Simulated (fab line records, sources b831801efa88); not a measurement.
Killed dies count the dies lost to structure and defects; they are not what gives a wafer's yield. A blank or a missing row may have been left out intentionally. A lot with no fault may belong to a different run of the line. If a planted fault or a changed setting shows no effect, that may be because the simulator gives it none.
Commonality check across tools    flow gf180mcu    Sample size 12 lots and 42 wafers

== WHY THIS WAS OPENED ==
At GF_PSD_RS_MEAS_14 the reading NSD_RS is flagged on 2 of 12 lots. No-fault wafers: 46.19 ohm/sq, standard deviation 0.1.
Rule: a lot is flagged in two cases, either no wafer of it has a number, or all its wafers with numbers fall more than 4 standard deviations from that mean. All remaining lots are regarded as sound.

lot   measured      on             NSD_RS (ohm/sq), wafer by wafer      flag
L210  day 14 04:21  film-metro-01  46.21 46.11 46.12                    
L211  day 14 16:44  film-metro-04  46.21 46.20 46.22                    
L212  day 15 00:01  film-metro-01  46.16 46.24 46.27                    
L214  day 15 17:20  film-metro-01  46.22 46.42 46.32                    
L216  day 16 07:48  film-metro-03  46.10 46.10 46.24                    
L222  day 18 15:22  film-metro-04  48.32 48.36 48.32 48.37 48.45 48.39  FLAGGED
L223  day 19 02:46  film-metro-04  48.58 48.38 48.34 48.42 48.50 48.33  FLAGGED
L229  day 21 07:52  film-metro-04  45.96 45.95 46.06                    
L230  day 21 08:16  film-metro-01  46.22 46.18 46.09                    
L231  day 21 16:08  film-metro-04  46.07 46.09 46.10                    
L232  day 22 03:35  film-metro-04  45.99 46.17 46.09                    
L233  day 22 10:11  film-metro-01  46.18 46.24 46.21                    
The mean of the flagged lots' numbers is 48.40 ohm/sq, +2.21 ohm/sq from the usual (+22 standard deviations).

== EACH LOT AND THE TOOL IT RAN ON ==
2 process steps preceding the reading are held in the record, out of 602 steps in the route. In each cell: the tool, then ch and the chambers that the sampled wafers went through, then the start.
lot   flag     GF_NSD_IMPLANT_09                GF_NSD_STRIP_11
L210           implanter-04 ch 0, day 13 06:13  plasma-asher-03 ch 0,1, day 13 06:30
L211           implanter-04 ch 0, day 13 19:04  plasma-asher-01 ch 0,1, day 13 19:20
L212           implanter-04 ch 0, day 14 01:44  plasma-asher-04 ch 0,1, day 14 02:02
L214           implanter-04 ch 0, day 14 19:22  plasma-asher-04 ch 0,1, day 14 19:39
L216           implanter-03 ch 0, day 15 10:13  plasma-asher-01 ch 0,1, day 15 10:30
L222  FLAGGED  implanter-03 ch 0, day 17 15:21  plasma-asher-04 ch 0,1, day 17 15:39
L223  FLAGGED  implanter-03 ch 0, day 18 01:40  plasma-asher-04 ch 0,1, day 18 01:58
L229           implanter-04 ch 0, day 20 07:10  plasma-asher-03 ch 0,1, day 20 07:28
L230           implanter-04 ch 0, day 20 08:03  plasma-asher-01 ch 0,1, day 20 08:21
L231           implanter-01 ch 0, day 20 15:25  plasma-asher-01 ch 0,1, day 20 15:43
L232           implanter-01 ch 0, day 21 02:48  plasma-asher-04 ch 0,1, day 21 03:04
L233           implanter-01 ch 0, day 21 10:02  plasma-asher-03 ch 0, day 21 10:19
What is done by these steps:
- GF_NSD_IMPLANT_09
- GF_NSD_STRIP_11: strips in O2/N2.
- GF_PSD_RS_MEAS_14: measures by four-point-probe.

== FLAGGED AGAINST TOTAL, ONE TOOL AT A TIME (gauges that did the reading follow at the end) ==
step               tool             lots run  flagged  share of the flagged lots  sound lots run after its first flagged lot
GF_NSD_IMPLANT_09  implanter-01     3         0        none                       -
GF_NSD_IMPLANT_09  implanter-03     3         2        all                        0
GF_NSD_IMPLANT_09  implanter-04     6         0        none                       -
GF_NSD_STRIP_11    plasma-asher-01  4         0        none                       -
GF_NSD_STRIP_11    plasma-asher-03  3         0        none                       -
GF_NSD_STRIP_11    plasma-asher-04  5         2        all                        1 (L232)
GF_PSD_RS_MEAS_14  film-metro-01    5         0        none                       -
GF_PSD_RS_MEAS_14  film-metro-03    1         0        none                       -
GF_PSD_RS_MEAS_14  film-metro-04    6         2        all                        3 (L229,L231,L232)

== THE TABLE: WHAT IT ALLOWS ==
Every flagged lot was run by 3 rows of the table: implanter-03 at GF_NSD_IMPLANT_09, plasma-asher-04 at GF_NSD_STRIP_11 and film-metro-04 at GF_PSD_RS_MEAS_14.
- implanter-03 at GF_NSD_IMPLANT_09 ran 3 lots, 2 of them flagged. It ran its last sound lot, L216, at day 15 10:13 and its first flagged lot, L222, at day 17 15:21: a fault with its onset between the two fits. Its own readings lie more than 4 standard deviations out on every wafer of the flagged lots: beam-energy-keV.
- plasma-asher-04 at GF_NSD_STRIP_11 ran 5 lots, 2 of them flagged. After the first flagged lot (L232), sound lots still ran on it; a lasting fault on the whole tool would not permit that. Its own readings lie more than 4 standard deviations out on every wafer of the flagged lots: strip-time-to-endpoint-s.
- film-metro-04 at GF_PSD_RS_MEAS_14 ran 6 lots, 2 of them flagged. After the first flagged lot (L229, L231, L232), sound lots still ran on it; a lasting fault on the whole tool would not permit that.
Left over: one tool, implanter-03 at GF_NSD_IMPLANT_09.

== WHAT THE SIMULATOR PUT IN ==
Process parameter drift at GF_NSD_IMPLANT_09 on implanter-03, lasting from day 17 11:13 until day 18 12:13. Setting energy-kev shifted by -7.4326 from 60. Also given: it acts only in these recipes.
Lots struck among those shown: L222, L223. The rule above reached the same finding.
